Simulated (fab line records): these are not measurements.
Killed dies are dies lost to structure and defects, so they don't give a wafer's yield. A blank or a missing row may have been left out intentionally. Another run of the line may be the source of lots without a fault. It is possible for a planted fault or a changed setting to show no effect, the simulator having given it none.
Matching of chambers || flow gf180mcu || GF_CONTACT_CMP_04 on cmp-01 has 4 sister chambers
The step polishes SiO2. 8 wafers are shown with their chamber, then 12 later ones without.

WAFERS WITH THEIR CHAMBER
{"wafer": "L085.5", "chamber": 0, "motor current A (A)": 11.9, "time to endpoint s (s)": 114}
{"wafer": "L086.6", "chamber": 1, "motor current A (A)": 12.6, "time to endpoint s (s)": 118}
{"wafer": "L087.3", "chamber": 2, "motor current A (A)": 11.6, "time to endpoint s (s)": 100}
{"wafer": "L088.3", "chamber": 2, "motor current A (A)": 11.9, "time to endpoint s (s)": 115}
{"wafer": "L088.5", "chamber": 3, "motor current A (A)": 11.9, "time to endpoint s (s)": 118}
{"wafer": "L090.3", "chamber": 3, "motor current A (A)": 11.3, "time to endpoint s (s)": 106}
{"wafer": "L090.5", "chamber": 0, "motor current A (A)": 12.4, "time to endpoint s (s)": 115}
{"wafer": "L090.6", "chamber": 1, "motor current A (A)": 13.0, "time to endpoint s (s)": 114}

WAFERS WHOSE CHAMBER IS MISSING
{"wafer": "L094.2", "motor current A (A)": 12.2, "time to endpoint s (s)": 104}
{"wafer": "L094.3", "motor current A (A)": 12.3, "time to endpoint s (s)": 104}
{"wafer": "L094.4", "motor current A (A)": 12.4, "time to endpoint s (s)": 114}
{"wafer": "L095.2", "motor current A (A)": 11.9, "time to endpoint s (s)": 108}
{"wafer": "L095.4", "motor current A (A)": 11.2, "time to endpoint s (s)": 108}
{"wafer": "L095.6", "motor current A (A)": 11.8, "time to endpoint s (s)": 103}
{"wafer": "L096.3", "motor current A (A)": 13.4, "time to endpoint s (s)": 118}
{"wafer": "L096.5", "motor current A (A)": 12.8, "time to endpoint s (s)": 122}
{"wafer": "L096.6", "motor current A (A)": 11.1, "time to endpoint s (s)": 117}
{"wafer": "L097.1", "motor current A (A)": 11.8, "time to endpoint s (s)": 99}
{"wafer": "L097.2", "motor current A (A)": 11.8, "time to endpoint s (s)": 112}
{"wafer": "L097.4", "motor current A (A)": 11.2, "time to endpoint s (s)": 114}

WHICH CHAMBER EACH WENT THROUGH
{"wafer": "L094.2", "from the rows above": "can't be placed: 2 or 0 or 3 or 1", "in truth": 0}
{"wafer": "L094.3", "from the rows above": "can't be placed: 0 or 2 or 1 or 3", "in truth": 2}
{"wafer": "L094.4", "from the rows above": "can't be placed: 0 or 1 or 2 or 3", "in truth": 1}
{"wafer": "L095.2", "from the rows above": "can't be placed: 2 or 3 or 0", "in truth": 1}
{"wafer": "L095.4", "from the rows above": "can't be placed: 3 or 2 or 0", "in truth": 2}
{"wafer": "L095.6", "from the rows above": "can't be placed: 2 or 3 or 0", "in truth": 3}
{"wafer": "L096.3", "from the rows above": "can't be placed: 1 or 0", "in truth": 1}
{"wafer": "L096.5", "from the rows above": "can't be placed: 1 or 0", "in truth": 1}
{"wafer": "L096.6", "from the rows above": "can't be placed: 3 or 2 or 0", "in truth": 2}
{"wafer": "L097.1", "from the rows above": "can't be placed: 2 or 3 or 0", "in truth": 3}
{"wafer": "L097.2", "from the rows above": "can't be placed: 3 or 2 or 0", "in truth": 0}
{"wafer": "L097.4", "from the rows above": "can't be placed: 3 or 2 or 0", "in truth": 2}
Correct placement for 0 of the 12. Can't be placed from these rows: 12 (the true chamber is among the candidates in 11). Number placed wrongly: 0.
How it was worked out, from the rows above alone: a wafer's distance from a chamber is the root of the sum, over the readings, of the square of ((its reading less the chamber's mean) divided by the reading's scatter). If the next closest chamber is less than 2 further off than the closest, the wafer can't be placed; otherwise it belongs to the closest. A chamber's mean is the mean of its shown wafers. How the scatter is found: for the shown wafers, subtract from each reading the mean of its chamber, square and add these, divide the total by (wafers less chambers), then take the root.
